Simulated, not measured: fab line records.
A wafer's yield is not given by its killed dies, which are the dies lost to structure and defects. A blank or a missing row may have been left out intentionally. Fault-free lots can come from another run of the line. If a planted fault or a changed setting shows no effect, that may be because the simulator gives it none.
Which tool was responsible?    flow gf180mcu    Sampling: 13 lots, 39 wafers, 2 of 602 route steps

## WHAT EACH GAUGE READ, for each wafer
GF_PSD_CD_MEAS_07 targets a cd of 400 nm. Usual: cd-nm 399.5 nm, standard deviation 2.4.
lot   measured      on         cd-nm (nm)         flag
L188  day 14 14:11  cd-sem-01  400.9 399.1 399.5  
L189  day 15 00:34  cd-sem-01  401.7 402.8 401.8  
L191  day 15 17:54  cd-sem-02  400.1 401.2 401.4  
L193  day 16 07:11  cd-sem-02  399.8 401.4 400.0  
L194  day 16 20:33  cd-sem-02  399.9 399.7 401.2  
L195  day 17 08:04  cd-sem-02  398.5 397.5 398.2  
L197  day 17 22:19  cd-sem-02  398.4 399.7 401.2  
L204  day 20 12:55  cd-sem-02  396.2 395.3 397.5  
L205  day 20 17:35  cd-sem-02  398.5 399.2 396.0  
L206  day 21 05:23  cd-sem-02  399.2 401.8 403.8  
L207  day 21 10:37  cd-sem-01  399.4 399.3 398.4  
L208  day 21 21:36  cd-sem-01  400.0 400.5 400.2  
L209  day 22 02:13  cd-sem-01  401.9 402.4 402.4  

## WHICH TOOL RAN EACH LOT (tool, then ch and the chambers of the sampled wafers, then the start)
lot   GF_VT_IMPLANT_WET_ETCH_50
L188  wet-bench-03 ch 1, day 7 20:22
L189  wet-bench-03 ch 1, day 8 02:13
L191  wet-bench-03 ch 2, day 8 16:55
L193  wet-bench-03 ch 1, day 9 04:13
L194  wet-bench-01 ch 0, day 9 14:40
L195  wet-bench-03 ch 1, day 9 21:19
L197  wet-bench-01 ch 2, day 10 09:28
L204  wet-bench-03 ch 3, day 12 12:04
L205  wet-bench-01 ch 2, day 12 18:55
L206  wet-bench-03 ch 1, day 13 01:43
L207  wet-bench-02 ch 0, day 13 09:16
L208  wet-bench-03 ch 2, day 13 14:58
L209  wet-bench-03 ch 2, day 13 19:46
- GF_VT_IMPLANT_WET_ETCH_50: etches SiO2 in dHF, target depth 20 nm, time 400 s.

## AS READ BY THE TOOLS THEMSELVES (means over the sampled wafers that have a number; for cases with no such wafer, the mark the record gives instead)
GF_VT_IMPLANT_WET_ETCH_50. Usual: run-length-s 430 s, standard deviation 3.8.
lot   tool          run-length-s (s)  flag
L188  wet-bench-03  433               
L189  wet-bench-03  434               
L191  wet-bench-03  427               
L193  wet-bench-03  427               
L194  wet-bench-01  427               
L195  wet-bench-03  453               OFF
L197  wet-bench-01  428               
L204  wet-bench-03  431               
L205  wet-bench-01  434               
L206  wet-bench-03  434               
L207  wet-bench-02  425               
L208  wet-bench-03  426               
L209  wet-bench-03  427               

## THE ANSWER, worked out from the rows above alone
Rule: lot off if the mean of its wafers having a number is beyond 3 standard deviations from the usual mean. Also off: a lot with no number at a reading for which 4 or more lots have one. The other lots that the step has rows for count as sound. The gauges are gone through in route order, then the tools' own readings, and for those a lot's mean is taken as printed above. The first step at which some lot is off is used, and at that step the reading that is off furthest; a lot without a number counts as furthest.
Off, at GF_VT_IMPLANT_WET_ETCH_50 on run-length-s: L195.
A tool fits if, at that step or a process step before it, it ran every lot that is off, and no sound lot after the first of them. Of those tried, none fits.

## WHAT THE SIMULATOR HAD PUT IN
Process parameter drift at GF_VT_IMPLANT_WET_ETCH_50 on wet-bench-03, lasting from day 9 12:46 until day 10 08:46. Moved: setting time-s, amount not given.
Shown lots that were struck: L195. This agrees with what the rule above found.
